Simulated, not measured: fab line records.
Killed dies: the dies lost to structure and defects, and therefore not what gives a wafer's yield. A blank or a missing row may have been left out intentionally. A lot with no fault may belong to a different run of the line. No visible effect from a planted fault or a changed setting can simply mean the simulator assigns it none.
Which tool is to blame?    flow sky130    Sampling: 12 lots, 36 wafers, 2 of 708 route steps

WHAT THE GAUGES READ, wafer by wafer
SKY_GATE_OXIDE_OVL_MEAS_10.
lot   measured      on          GATE_OXIDE_OVL (nm)
L984  day 14 00:22  overlay-02  0.0 -1.2 -1.2
L985  day 14 02:19  overlay-02  -1.0 -1.0 -1.2
L986  day 14 10:17  overlay-02  1.7 -0.6 -1.1
L987  day 14 15:22  overlay-02  -2.1 -3.7 -3.0
L988  day 15 06:13  overlay-02  -0.4 -0.3 -1.5
L991  day 16 07:13  overlay-01  0.6 0.4 1.7
L994  day 17 13:19  overlay-01  0.6 -0.6 -0.1
L995  day 17 15:46  overlay-01  -0.6 0.7 0.8
L996  day 18 00:24  overlay-01  -0.3 -0.1 0.5
L999  day 19 08:08  overlay-01  -0.9 -1.3 -1.5
L101  day 20 03:46  overlay-01  -0.1 1.2 1.4
L104  day 20 18:53  overlay-01  0.7 1.0 0.4

SKY_POLY_GATE_THK_MEAS_04.
lot   measured      on             POLY_GATE_CVD_03_THK (nm)
L984  day 15 07:32  film metro-03  75.5 75.6 74.6
L985  day 15 10:43  film metro-02  74.5 73.9 73.8
L986  day 15 19:29  film metro-02  75.2 75.4 75.0
L987  day 16 00:19  film metro-04  75.6 76.0 75.8
L988  day 16 15:46  film metro-04  74.6 75.6 75.5
L991  day 17 21:34  film metro-02  75.3 74.7 74.7
L994  day 19 01:37  film metro-03  74.5 74.9 75.0
L995  day 19 07:01  film metro-02  73.8 73.9 73.5
L996  day 19 13:22  film metro-02  72.5 73.3 73.0
L999  day 20 22:23  film metro-04  74.7 75.2 75.0
L101  day 21 15:13  film metro-03  74.1 75.0 74.5
L104  day 22 06:44  film metro-03  75.5 75.1 75.5

EACH LOT AND THE TOOL THAT RAN IT (in order: tool; ch and the chambers of the sampled wafers; start)
No process step before these readings appears in the record.

AS READ BY THE TOOLS THEMSELVES (means over the sampled wafers that have a number; for cases with no such wafer, the mark the record gives instead)
The record holds no such reading with a usual standard deviation.

THE ANSWER, worked out from the rows above alone
Rule: the lots themselves supply what counts as usual. Put in order of their means at a reading, lots are off if they are a third of the lots or fewer, leave a main group of 4 or more, and stand apart from it by a gap of 3 or more times the standard deviation of the main group's means; of several such gaps the widest counts. A main group whose means are all the same, to the digits that the tables above print for the reading, isn't used. A lot without any number at a reading at which 4 lots or more have one is off too. Any other lot the step has rows for is counted as sound. First the gauges in route order, then the tools' own readings, where a lot's mean is used as printed above. At the first step where some lot is off, the reading lying furthest off is the one used; lots without a number count as furthest.
None of the lots is off at any reading shown; this tells nothing.

WHAT WAS PUT IN BY THE SIMULATOR
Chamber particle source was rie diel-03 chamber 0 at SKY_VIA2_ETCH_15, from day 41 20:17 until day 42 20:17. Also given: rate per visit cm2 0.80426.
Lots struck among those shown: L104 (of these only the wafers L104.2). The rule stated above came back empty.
